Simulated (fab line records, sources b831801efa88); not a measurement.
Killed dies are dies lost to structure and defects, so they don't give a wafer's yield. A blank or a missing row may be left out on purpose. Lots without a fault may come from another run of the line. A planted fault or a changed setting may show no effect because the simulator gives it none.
fab line records | flow sky130 | part 1 of 2: steps 1 to 28 of 38
record lots=5 wafers=15 last_day=50
route steps=708 shown METAL5@661 PASSIVATION@681 PAD_OPEN@694
lots that met no fault: from a run of the same line without faults
start_h: hours from the record's first day to the start of the lot's first wafer shown | wait_h: hours since the lot's step before | " the same as in the row above | L1.1+2: a row that stands for several wafers | - no value, or no start given | * or withheld: withheld | < > ~ a bound
route shown NAME@n: a module of which the file shows steps, and the number in the route of the first | usual: mean/standard deviation of fault-free wafers | same: alike in all rows | chamber/n: place in a boat | sites: the reading at each site | _std_site: their standard deviation | _edge_site: outer sites' mean less inner sites' | radius_mm: how far each site lies from the wafer's centre | mask NAME#n: copy n | behind: the tool/chamber that last shaped the wafer | hold: why the lot was held/for how many hours/how that ended | device: the transistor (n, p or np) that didn't switch | end of line: the same wafers' tests at the end of the route | a step without rows: its recipe alone | killed: dies lost to structure and defects at the first sort, not the wafer's yield | map: a wafer's dies, x killed, . not, _ none there
set.NAME: the setting as run; set.NAME@STEP: as run at that earlier step | model.NAME: the simulator's own value behind a step, which no gauge read
lots at some steps of the route; a table a step, a row a wafer
services: from which hour (start_h, from the record's first day; less than 0 if before it) a tool's chamber was out of use, for how many hours, and why
## steps
# step SKY_METAL5_SPUTTER_00
# recipe material=Ti target_thk_nm=15 power_w=3000 time_s=10 chamber_pressure_pa=0.4
# usual throttle_valve_pct=29.7/0.7
# columns lot.wafer tool chamber start_h wait_h throttle_valve_pct
L075.2 pvd_sputter-02 - 1020.08 0.2 30.4
L075.4 " - " " 29.5
L075.6 " - " " 30.8
L081.1 pvd_sputter-01 - 1058.16 0.2 30.1
L081.3 " - " " 30.1
L081.4 " - " " 29.1
L085.3 pvd_sputter-01 - 1073.96 0.1 30.1
L085.4 " - " " 30.0
L085.5 " - " " 29.9
L095.3 pvd_sputter-03 - 1133.62 0.2 30.8
L095.4 " - " " 28.7
L095.6 " - " " 28.5
L097.2 pvd_sputter-02 - 1141.67 0.1 30.3
L097.4 " - " " 31.0
L097.6 " - " " 29.6
# step SKY_METAL5_SPUTTER_01
# recipe material=TiN target_thk_nm=20 power_w=6500 time_s=16.7 chamber_pressure_pa=0.4
# usual throttle_valve_pct=29.7/0.68
# columns lot.wafer tool chamber start_h wait_h throttle_valve_pct
L075.2 pvd_sputter-02 - 1020.10 0.0 30.5
L075.4 " - " " 29.5
L075.6 " - " " 31.0
L081.1 pvd_sputter-01 - 1058.18 0.0 30.0
L081.3 " - " " 30.3
L081.4 " - " " 28.8
L085.3 pvd_sputter-01 - 1073.98 0.0 29.8
L085.4 " - " " 29.6
L085.5 " - " " 30.0
L095.3 pvd_sputter-03 - 1133.64 0.0 30.6
L095.4 " - " " 28.9
L095.6 " - " " 28.5
L097.2 pvd_sputter-02 - 1141.69 0.0 30.2
L097.4 " - " " 30.7
L097.6 " - " " 29.4
# step SKY_METAL5_SPUTTER_02
# recipe material=AlCu target_thk_nm=1150 power_w=10600 time_s=61.2 chamber_pressure_pa=0.4
# usual throttle_valve_pct=29.7/0.69
# columns lot.wafer tool chamber start_h wait_h throttle_valve_pct
L075.2 pvd_sputter-02 - 1020.13 0.0 30.6
L075.4 " - " " 29.3
L075.6 " - " " 30.7
L081.1 pvd_sputter-01 - 1058.21 0.0 29.9
L081.3 " - " " 29.9
L081.4 " - " " 29.1
L085.3 pvd_sputter-01 - 1074.01 0.0 29.9
L085.4 " - " " 29.9
L085.5 " - " " 29.9
L095.3 pvd_sputter-03 - 1133.67 0.0 30.5
L095.4 " - " " 29.1
L095.6 " - " " 28.7
L097.2 pvd_sputter-02 - 1141.72 0.0 30.4
L097.4 " - " " 30.7
L097.6 " - " " 29.4
# step SKY_METAL5_SPUTTER_03
# recipe material=Ti target_thk_nm=5 power_w=3000 time_s=3.3 chamber_pressure_pa=0.4
# usual throttle_valve_pct=29.7/0.7
# columns lot.wafer tool chamber start_h wait_h throttle_valve_pct
L075.2 pvd_sputter-02 - 1020.18 0.0 30.3
L075.4 " - " " 29.2
L075.6 " - " " 30.7
L081.1 pvd_sputter-01 - 1058.26 0.0 30.0
L081.3 " - " " 30.0
L081.4 " - " " 29.2
L085.3 pvd_sputter-01 - 1074.06 0.0 30.0
L085.4 " - " " 30.1
L085.5 " - " " 29.9
L095.3 pvd_sputter-03 - 1133.72 0.0 30.6
L095.4 " - " " 28.7
L095.6 " - " " 28.4
L097.2 pvd_sputter-02 - 1141.77 0.0 30.1
L097.4 " - " " 30.8
L097.6 " - " " 29.5
# step SKY_METAL5_SPUTTER_04
# recipe material=TiN target_thk_nm=70 power_w=6500 time_s=58.3 chamber_pressure_pa=0.4
# usual throttle_valve_pct=29.7/0.7
# columns lot.wafer tool chamber start_h wait_h throttle_valve_pct
L075.2 pvd_sputter-02 - 1020.20 0.0 30.3
L075.4 " - " " 29.4
L075.6 " - " " 31.0
L081.1 pvd_sputter-01 - 1058.28 0.0 30.1
L081.3 " - " " 29.8
L081.4 " - " " 28.8
L085.3 pvd_sputter-01 - 1074.07 0.0 30.0
L085.4 " - " " 29.9
L085.5 " - " " 30.3
L095.3 pvd_sputter-03 - 1133.74 0.0 30.6
L095.4 " - " " 28.8
L095.6 " - " " 28.4
L097.2 pvd_sputter-02 - 1141.79 0.0 30.0
L097.4 " - " " 30.7
L097.6 " - " " 29.4
# step SKY_METAL5_RS_MEAS_05
# recipe thk_meas_gauge=four-point-probe reads=TiN_of_METAL5_SPUTTER_04+Ti_of_METAL5_SPUTTER_03+AlCu_of_METAL5_SPUTTER_02+TiN_of_METAL5_SPUTTER_01+Ti_of_METAL5_SPUTTER_00
# usual METAL5_ALCU_RS=0.0270/0.0003
# columns lot.wafer tool chamber start_h wait_h METAL5_ALCU_RS[ohm/sq]
L075.2 film_metro-04 - 1020.27 0.0 0.0271
L075.4 " - " " 0.0275
L075.6 " - " " 0.0271
L081.1 film_metro-04 - 1058.33 0.0 0.0271
L081.3 " - " " 0.0269
L081.4 " - " " 0.0270
L085.3 film_metro-02 - 1074.16 0.1 0.0273
L085.4 " - " " 0.0273
L085.5 " - " " 0.0271
L095.3 film_metro-03 - 1133.82 0.1 0.0266
L095.4 " - " " 0.0268
L095.6 " - " " 0.0267
L097.2 film_metro-02 - 1141.85 0.0 0.0267
L097.4 " - " " 0.0267
L097.6 " - " " 0.0270
# step SKY_METAL5_THK_MEAS_06
# recipe thk_meas_gauge=xrf reads=AlCu_of_METAL5_SPUTTER_02
# usual METAL5_ALCU_THK=1157/14
# columns lot.wafer tool chamber start_h wait_h METAL5_ALCU_THK[nm]
L075.2 film_metro-04 - 1020.38 0.1 1146
L075.4 " - " " 1134
L075.6 " - " " 1148
L081.1 film_metro-04 - 1058.45 0.1 1140
L081.3 " - " " 1152
L081.4 " - " " 1141
L085.3 film_metro-02 - 1074.26 0.1 1151
L085.4 " - " " 1138
L085.5 " - " " 1164
L095.3 film_metro-03 - 1133.92 0.1 1173
L095.4 " - " " 1167
L095.6 " - " " 1172
L097.2 film_metro-02 - 1141.96 0.1 1162
L097.4 " - " " 1166
L097.6 " - " " 1157
# step SKY_METAL5_DEHYDRATE_07
# recipe temp_c=200 time_s=60
# usual plate_temp_C=199.97/0.17
# columns lot.wafer tool chamber start_h wait_h plate_temp_C
L075.2 litho_track-03 0 1031.05 10.7 200.16
L075.4 " 0 " " 199.99
L075.6 " 0 " " 199.80
L081.1 litho_track-01 0 1068.49 10.0 199.89
L081.3 " 0 " " 200.11
L081.4 " 0 " " 199.88
L085.3 litho_track-02 0 1084.72 10.5 199.76
L085.4 " 0 " " 199.79
L085.5 " 0 " " 199.78
L095.3 litho_track-01 0 1142.44 8.5 199.88
L095.4 " 0 " " 199.91
L095.6 " 0 " " 199.61
L097.2 litho_track-01 0 1150.42 8.4 200.19
L097.4 " 0 " " 200.18
L097.6 " 0 " " 199.96
# step SKY_METAL5_HMDS_08
# recipe prime_time_s=60 prime_temp_c=120
# columns lot.wafer tool chamber start_h wait_h
L075.2+4+6 litho_track-03 0 1031.20 0.1
L081.1+3+4 litho_track-01 0 1068.64 0.1
L085.3+4+5 litho_track-02 0 1084.87 0.1
L095.3+4+6 litho_track-01 0 1142.59 0.1
L097.2+4+6 litho_track-01 0 1150.57 0.1
# step SKY_METAL5_COAT_09
# recipe resist=NOVOLAK spin_rpm=3000 resist_thk_nm=1800
# usual spin_speed_rpm=2999.8/2.1
# columns lot.wafer tool chamber start_h wait_h spin_speed_rpm
L075.2 litho_track-03 0 1031.35 0.1 2999.4
L075.4 " 0 " " 3000.8
L075.6 " 0 " " 2999.3
L081.1 litho_track-01 0 1068.79 0.1 3001.5
L081.3 " 0 " " 2998.2
L081.4 " 0 " " 2999.8
L085.3 litho_track-02 0 1085.02 0.1 2999.5
L085.4 " 0 " " 2998.1
L085.5 " 0 " " 3001.2
L095.3 litho_track-01 0 1142.74 0.1 3001.9
L095.4 " 0 " " 2999.8
L095.6 " 0 " " 2998.4
L097.2 litho_track-01 0 1150.72 0.1 2996.2
L097.4 " 0 " " 3000.5
L097.6 " 0 " " 3000.5
# step SKY_METAL5_SOFTBAKE_10
# recipe temp_c=90 time_s=60 resist=NOVOLAK
# usual plate_temp_C=90.04/0.11
# columns lot.wafer tool chamber start_h wait_h plate_temp_C
L075.2 litho_track-03 0 1031.50 0.1 90.17
L075.4 " 0 " " 90.13
L075.6 " 0 " " 90.33
L081.1 litho_track-01 0 1068.94 0.1 90.00
L081.3 " 0 " " 90.07
L081.4 " 0 " " 90.09
L085.3 litho_track-02 0 1085.17 0.1 90.06
L085.4 " 0 " " 89.97
L085.5 " 0 " " 90.05
L095.3 litho_track-01 0 1142.89 0.1 90.05
L095.4 " 0 " " 90.03
L095.6 " 0 " " 89.91
L097.2 litho_track-01 0 1150.87 0.1 90.05
L097.4 " 0 " " 90.05
L097.6 " 0 " " 90.13
# step SKY_METAL5_EXPOSE_11
# recipe mask_id=MM5 na=0.6 source_shape=conventional sigma_outer=0.6 polarization=unpolarized target_cd_nm=1600 dose_mj=190
# columns lot.wafer tool chamber start_h wait_h mask
L075.2+4+6 iline_stepper-02 0 - - MM5#0
L081.1+3+4 iline_stepper-02 0 - - MM5#0
L085.3+4+5 iline_stepper-01 0 - - MM5#0
L095.3+4+6 iline_stepper-01 0 - - MM5#0
L097.2+4+6 iline_stepper-02 0 - - MM5#0
# step SKY_METAL5_PEB_12
# recipe temp_c=withheld time_s=* resist=NOVOLAK
# columns lot.wafer tool chamber start_h wait_h
L075.2+4+6 litho_track-03 0 - -
L081.1+3+4 litho_track-03 0 - -
L085.3+4+5 litho_track-02 0 - -
L095.3+4+6 litho_track-01 0 - -
L097.2+4+6 litho_track-03 0 - -
# step SKY_METAL5_DEVELOP_13
# recipe resist=NOVOLAK developer=TMAH develop_time_s=60 dev_temp_c=23
# columns lot.wafer tool chamber start_h wait_h
L075.2+4+6 litho_track-03 0 1042.80 0.1
L081.1+3+4 litho_track-03 0 1079.52 0.1
L085.3+4+5 litho_track-02 0 1095.12 0.1
L095.3+4+6 litho_track-01 0 1151.79 0.1
L097.2+4+6 litho_track-03 0 1159.00 0.1
# step SKY_METAL5_DESCUM_14
# recipe chemistry=O2 source_power_w=150 bias_power_w=0 pressure_mtorr=10 temp_c=40 time_s=11
# usual drypump_motor_current_A=5.7/0.6 oes_product_au=0.999/0.011
# columns lot.wafer tool chamber start_h wait_h drypump_motor_current_A oes_product_au rf_hours_counter_h
L075.2 rie_metal-04 0 1042.92 0.1 6.5 1.016 15
L075.4 " 1 " " 5.3 0.984 -
L075.6 " 0 " " 6.5 1.008 -
L081.1 rie_metal-02 0 1079.67 0.1 5.9 0.990 14
L081.3 " 1 " " 4.7 1.013 -
L081.4 " 0 " " 5.9 0.994 -
L085.3 rie_metal-04 1 1095.24 0.1 5.3 0.987 -
L085.4 " 0 " " 6.4 1.004 -
L085.5 " 1 " " 5.3 0.990 -
L095.3 rie_metal-04 1 1151.90 0.1 5.2 0.997 -
L095.4 " 0 " " 6.5 1.000 -
L095.6 " 0 " " 6.5 1.022 -
L097.2 rie_metal-02 1 1159.13 0.1 4.7 1.012 21
L097.4 " 0 " " 5.9 0.992 -
L097.6 " 1 " " 4.7 1.023 -
# step SKY_METAL5_METAL_ETCH_15
# recipe target_depth_a=12600 stop_on=SiO2 over_etch_frac=0.2 time_s=252 chemistry=Cl2/BCl3 resist_sidewall_deg=86 pressure_mtorr=10 icp_w=900 bias_w=48.5 Cl2_flow_sccm=60 bcl3_flow_sccm=30
# usual drypump_motor_current_A=5.7/0.6 oes_product_au=0.894/0.0054 throttle_valve_pct=22.263/0.0091
# columns lot.wafer tool chamber start_h wait_h drypump_motor_current_A oes_product_au rf_hours_counter_h throttle_valve_pct
L075.2 rie_metal-04 0 1042.96 0.0 6.4 0.884 15 22.270
L075.4 " 1 " " 5.3 0.894 - 22.264
L075.6 " 0 " " 6.5 0.899 - 22.265
L081.1 rie_metal-02 0 1079.71 0.0 5.9 0.882 14 22.258
L081.3 " 1 " " 4.7 0.894 - 22.269
L081.4 " 0 " " 5.9 0.905 - 22.270
L085.3 rie_metal-04 1 1095.34 0.1 5.3 0.892 - 22.263
L085.4 " 0 " " 6.5 0.899 - 22.250
L085.5 " 1 " " 5.3 0.895 - 22.268
L095.3 rie_metal-04 1 1152.00 0.1 5.3 0.895 - 22.265
L095.4 " 0 " " 6.5 0.884 - 22.274
L095.6 " 0 " " 6.5 0.892 - 22.271
L097.2 rie_metal-02 1 1159.16 0.0 4.7 0.900 21 22.270
L097.4 " 0 " " 5.9 0.887 - 22.261
L097.6 " 1 " " 4.7 0.900 - 22.261
# step SKY_METAL5_STRIP_16
# recipe chemistry=O2/N2 power_w=1400 pressure_mtorr=1500 platen_temp_c=withheld o2_flow_sccm=3000 n2_flow_sccm=300 overash_fraction=0.5
# usual drypump_motor_current_A=5.8/0.31 oes_product_au=0.711/0.0044 strip_time_to_endpoint_s=13.07/0.14
# columns lot.wafer tool chamber start_h wait_h drypump_motor_current_A oes_product_au rf_hours_counter_h strip_time_to_endpoint_s
L075.2 plasma_asher-03 0 1043.19 0.2 6.0 0.710 122 12.90
L075.4 " 1 " " 6.2 0.710 - 13.07
L075.6 " 1 " " 6.2 0.716 - 12.95
L081.1 plasma_asher-03 1 1079.94 0.2 6.2 0.707 1 13.06
L081.3 " 0 " " 6.0 0.708 - 12.76
L081.4 " 1 " " 6.2 0.708 - 13.15
L085.3 plasma_asher-02 0 1095.53 0.1 5.8 0.705 - 13.15
L085.4 " 1 " " 5.3 0.715 - 12.77
L085.5 " 0 " " 5.8 0.718 - 12.99
L095.3 plasma_asher-02 0 1152.19 0.1 5.8 0.709 - 13.22
L095.4 " 1 " " 5.3 0.703 - 13.07
L095.6 " 0 " " 5.8 0.707 - 12.90
L097.2 plasma_asher-02 0 1159.39 0.2 5.7 0.713 41 12.98
L097.4 " 1 " " 5.3 0.713 - 13.28
L097.6 " 1 " " 5.3 0.714 - 13.10
# step SKY_METAL5_STRIP_17
# recipe chemistry=post_etch_residue_remover time_s=1200 temp_c=72.5
# columns lot.wafer tool chamber start_h wait_h
L075.2+4+6 wet_bench-01 3 1043.29 0.1
L081.1+3+4 wet_bench-03 1 1080.04 0.1
L085.3+4+5 wet_bench-03 0 1095.59 0.0
L095.3+4+6 wet_bench-03 3 1152.26 0.0
L097.2+4+6 wet_bench-01 2 1159.49 0.1
# step SKY_METAL5_CLEAN_18
# recipe chemistry=IPA time_s=180 temp_c=25
# columns lot.wafer tool chamber start_h wait_h
L075.2+4+6 wet_bench-04 2 1043.67 0.0
L081.1+3+4 wet_bench-01 1 1080.42 0.0
L085.3+4+5 wet_bench-01 1 1095.94 0.0
L095.3+4+6 wet_bench-03 2 1152.60 0.0
L097.2+4+6 wet_bench-04 3 1159.84 0.0
# step SKY_METAL5_CLEAN_19
# recipe chemistry=O3/DIW dry=n2_spin
# columns lot.wafer tool chamber start_h wait_h
L075.2+4+6 wet_bench-03 3 1043.72 0.0
L081.1+3+4 wet_bench-03 2 1080.47 0.0
L085.3+4+5 wet_bench-01 0 1095.99 0.0
L095.3+4+6 wet_bench-03 2 1152.66 0.0
L097.2+4+6 wet_bench-03 0 1159.90 0.0
# step SKY_PASSIVATION_CVD_00
# recipe material=SiO2 target_thk_nm=90 temp_c=400 time_s=withheld rf_w=600
# usual heater_power_w=683/92
# columns lot.wafer tool chamber start_h wait_h heater_power_w
L075.2 pecvd-01 1 1043.82 0.0 762
L075.4 " 0 " " 636
L075.6 " 1 " " 759
L081.1 pecvd-04 1 1080.57 0.0 615
L081.3 " 0 " " 656
L081.4 " 1 " " 622
L085.3 pecvd-04 1 1096.09 0.0 726
L085.4 " 0 " " 663
L085.5 " 2 " " 710
L095.3 pecvd-04 1 1152.75 0.0 682
L095.4 " 0 " " 685
L095.6 " 1 " " 689
L097.2 pecvd-04 0 1160.00 0.0 736
L097.4 " 0 " " 572
L097.6 " 1 " " 582
# step SKY_PASSIVATION_THK_MEAS_01
# recipe reads=SiO2_of_PASSIVATION_CVD_00
# usual PASSIVATION_CVD_00_THK=89.7/1.1
# columns lot.wafer tool chamber start_h wait_h PASSIVATION_CVD_00_THK[nm]
L075.2 film_metro-04 - 1043.85 - 89.6
L075.4 " - " " 91.9
L075.6 " - " " 91.4
L081.1 film_metro-04 - 1080.60 - 88.8
L081.3 " - " " 88.9
L081.4 " - " " 91.1
L085.3 film_metro-04 - 1096.13 - 88.2
L085.4 " - " " 89.3
L085.5 " - " " 88.5
L095.3 film_metro-03 - 1152.79 - 89.3
L095.4 " - " " 89.9
L095.6 " - " " 90.2
L097.2 film_metro-03 - 1160.03 - 89.1
L097.4 " - " " 88.5
L097.6 " - " " 91.0
# step SKY_PASSIVATION_CVD_02
# recipe material=Si3N4 target_thk_nm=540 temp_c=400 time_s=withheld rf_w=450
# usual heater_power_w=731/110
# columns lot.wafer tool chamber start_h wait_h heater_power_w
L075.2 pecvd-04 2 1043.90 0.0 871
L075.4 " 0 " " 631
L075.6 " 0 " " 692
L081.1 pecvd-01 2 1080.66 0.1 590
L081.3 " 1 " " 772
L081.4 " 2 " " 612
L085.3 pecvd-01 1 1096.17 0.0 733
L085.4 " 0 " " 726
L085.5 " 2 " " 541
L095.3 pecvd-01 0 1152.95 0.1 731
L095.4 " 2 " " 627
L095.6 " 0 " " 733
L097.2 pecvd-03 1 1160.08 0.0 823
L097.4 " 0 " " 880
L097.6 " 1 " " 860
# step SKY_PASSIVATION_THK_MEAS_03
# recipe reads=Si3N4_of_PASSIVATION_CVD_02
# usual PASSIVATION_CVD_02_THK=539/7.1
# columns lot.wafer tool chamber start_h wait_h PASSIVATION_CVD_02_THK[nm]
L075.2 film_metro-01 - 1044.25 - 512
L075.4 " - " " 536
L075.6 " - " " 534
L081.1 film_metro-03 - 1080.88 - 537
L081.3 " - " " 543
L081.4 " - " " 555
L085.3 film_metro-04 - 1096.41 - 537
L085.4 " - " " 542
L085.5 " - " " 546
L095.3 film_metro-04 - 1153.19 - 539
L095.4 " - " " 538
L095.6 " - " " 547
L097.2 film_metro-04 - 1160.32 - 542
L097.4 " - " " 535
L097.6 " - " " 548
# step SKY_PASSIVATION_DEHYDRATE_04
# recipe temp_c=200 time_s=60
# usual plate_temp_C=199.97/0.16
# columns lot.wafer tool chamber start_h wait_h plate_temp_C
L075.2 litho_track-01 0 1054.67 10.4 200.27
L075.4 " 0 " " 199.93
L075.6 " 0 " " 200.07
L081.1 litho_track-04 0 1090.14 9.2 199.87
L081.3 " 0 " " 199.57
L081.4 " 0 " " 199.60
L085.3 litho_track-04 0 1106.19 9.8 200.18
L085.4 " 0 " " 199.93
L085.5 " 0 " " 199.87
L095.3 litho_track-02 0 1161.17 8.0 200.06
L095.4 " 0 " " 199.86
L095.6 " 0 " " 199.83
L097.2 litho_track-01 0 1168.82 8.5 199.90
L097.4 " 0 " " 199.76
L097.6 " 0 " " 199.91
# step SKY_PASSIVATION_HMDS_05
# recipe prime_time_s=60 prime_temp_c=120
# columns lot.wafer tool chamber start_h wait_h
L075.2+4+6 litho_track-01 0 1054.82 0.1
L081.1+3+4 litho_track-04 0 1090.29 0.1
L085.3+4+5 litho_track-04 0 1106.34 0.1
L095.3+4+6 litho_track-02 0 1161.32 0.1
L097.2+4+6 litho_track-01 0 1168.97 0.1
# step SKY_PASSIVATION_COAT_06
# recipe spin_rpm=2000 resist_thk_nm=3000
# usual spin_speed_rpm=2000.2/1.3
# columns lot.wafer tool chamber start_h wait_h spin_speed_rpm
L075.2 litho_track-01 0 1054.97 0.1 2000.3
L075.4 " 0 " " 2000.6
L075.6 " 0 " " 2001.2
L081.1 litho_track-04 0 1090.44 0.1 1999.8
L081.3 " 0 " " 1999.2
L081.4 " 0 " " 2001.1
L085.3 litho_track-04 0 1106.49 0.1 2001.0
L085.4 " 0 " " 2003.5
L085.5 " 0 " " 1999.1
L095.3 litho_track-02 0 1161.47 0.1 1998.2
L095.4 " 0 " " 2000.4
L095.6 " 0 " " 2000.5
L097.2 litho_track-01 0 1169.12 0.1 2000.4
L097.4 " 0 " " 1998.9
L097.6 " 0 " " 2000.2
# step SKY_PASSIVATION_SOFTBAKE_07
# recipe temp_c=110 time_s=withheld
# usual plate_temp_C=110.00/0.13
# columns lot.wafer tool chamber start_h wait_h plate_temp_C
L075.2 litho_track-01 0 1055.12 0.1 110.15
L075.4 " 0 " " 110.05
L075.6 " 0 " " 110.05
L081.1 litho_track-04 0 1090.59 0.1 110.03
L081.3 " 0 " " 110.02
L081.4 " 0 " " 109.98
L085.3 litho_track-04 0 1106.66 0.1 109.98
L085.4 " 0 " " 110.15
L085.5 " 0 " " 110.18
L095.3 litho_track-02 0 1161.64 0.1 110.07
L095.4 " 0 " " 110.02
L095.6 " 0 " " 109.97
L097.2 litho_track-01 0 1169.28 0.1 109.81
L097.4 " 0 " " 110.09
L097.6 " 0 " " 110.02
